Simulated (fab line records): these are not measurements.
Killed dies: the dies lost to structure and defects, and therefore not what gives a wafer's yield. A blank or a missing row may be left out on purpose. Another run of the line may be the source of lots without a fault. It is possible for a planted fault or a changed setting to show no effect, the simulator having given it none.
Code-filled problem report in 8D (eight disciplines) form -- flow sky130 -- the parts of the form that need people (team, actions taken, sign-off) are left out

## 1. THE ISSUE
Mean of heaterPowerTotalW at SKY_VT_ADJUST_HVTP_SOFTBAKE_03: 54.86 W across 6 wafers in 2 lots; on wafers with no fault it is 56.60 W (standard deviation 0.046). That puts it -38 standard deviations away from the usual mean.
The step: time 60 s.
Earliest sighting: wafer L838.1 on lithoTrack-03 at day 7 17:58. At this step, 39 wafers from 13 lots have a number in the record. By rule, "out" or "out of limits" means more than 4 standard deviations away from the usual mean. Any other wafer with a number is counted as sound.

## 2. WHAT IT IS, WHAT IT ISN'T
question,is,is not
which readings at this step,"heaterPowerTotalW, plateTempC",exhaustPa
which lots,"L838, L841","L831, L833, L843, L845, L846, L848, L849, L850, L851, L852, L853"
which wafers of those lots,all that have a number,-
read on which tools,lithoTrack-03,"lithoTrack-01, lithoTrack-02"
when,from day 7 17:58,"up to then (6 sound wafers); but 27 sound wafers of L843, L845, L846, L848, L849, L850, L851, L852, L853 came after"

## 3. WHAT RULES OUT EACH SUSPECT
Counting: a tool stays on the suspect list if, at a process step up to the reading, it processed all lots that are out and no sound lot following the first of them.
- lithoTrack-03 at SKY_VT_ADJUST_HVTP_SOFTBAKE_03 (time 60 s): ruled out as a lasting fault. Following L838 (day 7 17:58), the first lot on it that is out, the sound lots L853 were run on it.
Left after counting: nothing in the record.

## 4. THE CAUSE (what the simulator had put in)
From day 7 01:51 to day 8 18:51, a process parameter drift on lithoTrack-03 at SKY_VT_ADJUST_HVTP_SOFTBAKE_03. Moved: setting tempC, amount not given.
Counting ruled it out, wrongly.

## 5. SEQUENCE OF EFFECTS, ordered by route
One row per reading whose mean, taken over the struck wafers that have a number, lies over 3 standard deviations from the usual. Only readings whose record carries a usual standard deviation are examined. hours: median over the lots of the time between each lot's start at the first step of this table that gives one and its start at this step. sigmas: the change, counted in usual standard deviations.
hours,step,reading,usual,on struck wafers,change,sigmas
0,SKY_VT_ADJUST_HVTP_SOFTBAKE_03,heaterPowerTotalW,56.60 W,54.86,-1.74,-38
0,SKY_VT_ADJUST_HVTP_SOFTBAKE_03,plateTempC,90.04 C,88.03,-2.02,-14
Here are the process steps it includes:
- SKY_VT_ADJUST_HVTP_SOFTBAKE_03: time 60 s.

## 6. WHAT WOULD HAVE CAUGHT IT SOONER
In this record the first reading out of limits was taken at day 7 17:58, 16 hours after the fault began at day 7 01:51.
